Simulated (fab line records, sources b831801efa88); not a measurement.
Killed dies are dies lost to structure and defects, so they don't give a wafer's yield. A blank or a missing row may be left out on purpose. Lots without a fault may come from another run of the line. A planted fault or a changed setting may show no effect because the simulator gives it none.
A struck lot beside a sound one | flow sky130 | 45 steps out of a route of 708
Sound: wafers L186.1, L186.4, L186.6. Struck: wafers L193.3, L193.5, L193.6. The cause comes at the end.
At each step with rows: each side's tool, then ch and its chambers, then its first start. Under that, the readings that differ: sound wafers | struck wafers | difference of the means | sigmas: that difference in standard deviations of wafers without a fault.
alike: readings whose means differ by less than 2 such deviations, and words and numbers that are the same on both sides. not compared: withheld readings, readings that some wafer has no value for, bounds like >300 that may hide the same value, and numbers for which the record gives no deviation and whose values overlap.
The two part at a step that has a row with sigmas, a row that says differs or no value, or rows on one side only. Numbers that don't overlap but have no deviation are shown without sigmas and don't part them. A reading that every wafer of one side lacks parts them only if that side has two wafers or more.

first, 2 steps without rows for these wafers: SKY_DNWELL_DEVELOP_06 (develop time 60 s); SKY_DNWELL_IMPLANT_07.
SKY_DNWELL_STRIP_08: strips in O2/N2.
  sound on plasma_asher-01 ch 0,1, day 4 11:31; struck on plasma_asher-01 ch 0,1, day 5 22:32
  alike: drypump_motor_current_A, oes_product_au, strip_time_to_endpoint_s
  not compared: rf_hours_counter_h
SKY_DNWELL_TW_MEAS_09:
  sound on film_metro-02, day 4 11:37; struck on film_metro-03, day 5 22:38
  alike: DNWELL_TW
then, 7 steps without rows for these wafers: SKY_PWDE_DEHYDRATE_00 (time 60 s); SKY_PWDE_HMDS_01 (prime time 60 s); SKY_PWDE_COAT_02 (resist thk 3000 nm); SKY_PWDE_SOFTBAKE_03; SKY_PWDE_EXPOSE_04 (exposes mask PWDEM, target cd 840 nm); SKY_PWDE_PEB_05; SKY_PWDE_DEVELOP_06 (develop time 60 s).
SKY_PWDE_OVL_MEAS_07:
  sound on overlay-01, day 5 03:16; struck on overlay-02, day 6 17:09
  alike: PWDE_OVL
SKY_PWDE_IMPLANT_08:
  sound on implanter-04 ch 0, day 5 03:18; struck on implanter-04 ch 0, day 6 17:13
  reading                   | sound                | struck               | difference | sigmas
  beam_energy_keV           | 149.94 149.93 150.01 | 143.63 143.58 143.59 | -6.36      | -99 or more
  model.implant.drp_nm (nm) | 97.97 97.97 97.97    | 96.38 96.38 96.38    | -1.59      |
SKY_PWDE_STRIP_09: strips in O2/N2.
  sound on plasma_asher-01 ch 0,1, day 5 03:27; struck on plasma_asher-01 ch 0,1, day 6 17:22
  alike: drypump_motor_current_A, oes_product_au, strip_time_to_endpoint_s
  not compared: rf_hours_counter_h
SKY_PWDE_TW_MEAS_10:
  sound on film_metro-03, day 5 03:33; struck on film_metro-04, day 6 17:26
  alike: PWDE_TW
then, 7 steps without rows for these wafers: SKY_NWELL_DEHYDRATE_03 (time 60 s); SKY_NWELL_HMDS_04 (prime time 60 s); SKY_NWELL_COAT_05 (resist thk 3000 nm); SKY_NWELL_SOFTBAKE_06; SKY_NWELL_EXPOSE_07 (exposes mask NWM, target cd 840 nm); SKY_NWELL_PEB_08; SKY_NWELL_DEVELOP_09 (develop time 60 s).
SKY_NWELL_OVL_MEAS_10:
  sound on overlay-02, day 5 21:20; struck on overlay-02, day 7 12:42
  alike: NWELL_00_OVL
then, 3 steps without rows for these wafers: SKY_NWELL_IMPLANT_11; SKY_NWELL_IMPLANT_12; SKY_NWELL_IMPLANT_13.
SKY_NWELL_STRIP_14: strips in O2/N2.
  sound on plasma_asher-04 ch 1, day 5 21:49; struck on plasma_asher-04 ch 0,1, day 7 13:13
  alike: drypump_motor_current_A, oes_product_au, strip_time_to_endpoint_s
  not compared: rf_hours_counter_h
SKY_NWELL_TW_MEAS_15:
  sound on film_metro-03, day 5 21:55; struck on film_metro-04, day 7 13:17
  alike: NWELL_TW
then, 7 steps without rows for these wafers: SKY_NWELL_DEHYDRATE_16 (time 60 s); SKY_NWELL_HMDS_17 (prime time 60 s); SKY_NWELL_COAT_18 (resist thk 3000 nm); SKY_NWELL_SOFTBAKE_19; SKY_NWELL_EXPOSE_20 (exposes mask NWM COMPLEMENT, target cd 840 nm); SKY_NWELL_PEB_21; SKY_NWELL_DEVELOP_22 (develop time 60 s).
SKY_NWELL_OVL_MEAS_23:
  sound on overlay-01, day 6 15:52; struck on overlay-01, day 8 09:24
  alike: NWELL_01_OVL
then, 1 step without rows for these wafers: SKY_NWELL_IMPLANT_24.
SKY_NWELL_STRIP_25: strips in O2/N2.
  sound on plasma_asher-03 ch 0,1, day 6 16:02; struck on plasma_asher-01 ch 0,1, day 8 09:37
  alike: drypump_motor_current_A, oes_product_au, strip_time_to_endpoint_s
  not compared: rf_hours_counter_h
SKY_NWELL_TW_MEAS_26:
  sound on film_metro-04, day 6 16:08; struck on film_metro-02, day 8 09:41
  alike: NWELL_2_TW
then, 1 step without rows for these wafers: SKY_NWELL_CLEAN_27 (cleans in SC1/SC2, time 150 s).
SKY_NWELL_RTA_28: time 30 s.
  sound on rtp_anneal-02 ch 0, day 6 16:15; struck on rtp_anneal-01 ch 0, day 8 09:49
  alike: lamp_power_pct, wafer_temp_C_max
SKY_NWELL_RS_MEAS_29: measures by four-point-probe.
  sound on film_metro-02, day 6 16:21; struck on film_metro-02, day 8 09:55
  alike: NWELL_RS
-- the record jumps here: 25 days lie between the struck wafers' starts before and after (it left off in module NWELL and takes up again in module LI_CONTACT, whose first step shown is number 376 of the route) --
SKY_LI_CONTACT_ETCH_14: etches BARC in N2/H2, stops on SiO2, time 45.9 s, target depth 60 nm.
  sound on rie_diel-04 ch 0,2, day 31 06:13; struck on rie_diel-04 ch 0,3, day 33 11:37
  reading                     | sound             | struck            | difference | sigmas
  model.LI_CONTACT.cd_nm (nm) | 168.7 167.7 170.9 | 172.1 172.7 172.2 | +3.2       |
  alike: drypump_motor_current_A, oes_product_au, throttle_valve_pct
  not compared: rf_hours_counter_h
SKY_LI_CONTACT_ETCH_15: etches PSG in C4F8/O2/Ar, stops on Si, target depth 600 nm.
  sound on rie_diel-04 ch 0,2, day 31 06:15; struck on rie_diel-04 ch 0,3, day 33 11:39
  reading                     | sound             | struck            | difference | sigmas
  model.LI_CONTACT.cd_nm (nm) | 168.3 167.3 170.9 | 171.9 172.1 172.1 | +3.2       |
  alike: oes_product_au
-- the record jumps here: 15 days lie between the struck wafers' starts before and after (it left off in module LI_CONTACT and takes up again in module PAD_OPEN, whose first step shown is number 708 of the route) --
SKY_PAD_OPEN_PROBE_99:
  sound on prober-01, day 47 08:11; struck on prober-02, day 48 23:32
  alike: killed_at_M0_to_M3, killed_at_M4_up, killed_at_contacts, killed_at_front_end, killed_at_other, killed_dies, killed_open, killed_short

WHERE THEY PART
Only at SKY_PWDE_IMPLANT_08, within this record. Later steps at which nothing parts them and some readings are alike: SKY_PWDE_STRIP_09, SKY_PWDE_TW_MEAS_10, SKY_NWELL_OVL_MEAS_10, SKY_NWELL_STRIP_14, SKY_NWELL_TW_MEAS_15, SKY_NWELL_OVL_MEAS_23, SKY_NWELL_STRIP_25, SKY_NWELL_TW_MEAS_26, SKY_NWELL_RTA_28, SKY_NWELL_RS_MEAS_29, SKY_LI_CONTACT_ETCH_14, SKY_LI_CONTACT_ETCH_15, SKY_PAD_OPEN_PROBE_99.

WHY: what the simulator had put in
Process parameter drift: implanter-04, from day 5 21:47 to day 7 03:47, at SKY_PWDE_IMPLANT_08. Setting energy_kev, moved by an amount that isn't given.
